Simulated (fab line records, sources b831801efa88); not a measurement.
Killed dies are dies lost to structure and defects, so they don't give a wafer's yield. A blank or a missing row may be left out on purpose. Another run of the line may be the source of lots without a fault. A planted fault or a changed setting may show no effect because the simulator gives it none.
One fault seen from 2 desks	flow sky130	every desk sees just its own numbers, and what lay behind them comes last

## FOR THE TOOL OWNER'S DESK: implanter-02
SKY_PWDE_IMPLANT_08, tool's own readings: per-lot mean of the sampled wafers with a number, covering each lot this tool ran. The brackets show how far a lot's mean lies from the usual mean; more than 4 standard deviations puts the lot out of limits, marked OUT.
Columns: A = beam energy keV at SKY_PWDE_IMPLANT_08, usual 150.01
lot	first seen here	A
L920	day 4 23:14	149.99
L924	day 5 21:34	150.03
L930	day 7 10:53	178.31 (+99 or more) OUT
L931	day 7 13:46	178.35 (+99 or more) OUT
L932	day 7 19:10	178.33 (+99 or more) OUT
This desk's verdict: out of limits on L930, L931, L932, starting with L930 at day 7 10:53 (beam energy keV at SKY_PWDE_IMPLANT_08). L920, L924 stayed within limits.

## FROM THE METROLOGY DESK
Lot by lot, what the gauges showed, no matter which tool ran the lot: averages of those sampled wafers that carry a number. The brackets show how far a lot's mean lies from the usual mean; more than 4 standard deviations puts the lot out of limits, marked OUT.
Columns: A = cd nm at SKY_FIELD_ISO_CD_MEAS_13, usual 149.7 nm; B = PWDE_RS at SKY_NWELL_RS_MEAS_31, usual 5279 ohm/sq; C = VT_ADJUST_LVTN_OVL at SKY_VT_ADJUST_LVTN_OVL_MEAS_07, usual -0.3 nm
lot	first seen here	A	B	C
L915	day 2 04:14	152.9	5272	-2.0
L919	day 3 01:16	148.3	5273	0.4
L920	day 3 07:05	149.2	5300	0.7
L923	day 3 22:49	148.8	5278	-0.4
L924	day 4 03:02	149.6	5290	-0.1
L928	day 5 01:17	148.0	5293	0.1
L930	day 5 11:06	150.1	5235	-0.9
L931	day 5 16:19	149.0	5213	-0.9
L932	day 5 20:08	149.3	5258	0.4
L935	day 6 13:40	149.6	5283	-0.8
L936	day 6 17:41	151.1	5263	2.0
L937	day 6 23:23	148.4	5278	-0.9
This desk found nothing out of limits on any of the 12 lots.

## PUT TOGETHER
An alarm could have come from the tool owner's desk at day 7 10:53, on L930, L931, L932.
At the metrology desk, nothing out of limits was observed.
The metrology desk has L930, L931, L932 on record, within its limits.
On implanter-02, each named lot ran SKY_PWDE_IMPLANT_08.

## WHAT WAS PUT IN BY THE SIMULATOR
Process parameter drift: implanter-02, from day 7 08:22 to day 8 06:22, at SKY_PWDE_IMPLANT_08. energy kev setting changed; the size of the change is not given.
Shown lots that were struck: L930, L931, L932.
How many hours passed from the start of the fault until each desk's first out-of-limits reading: the tool owner's desk, 3.
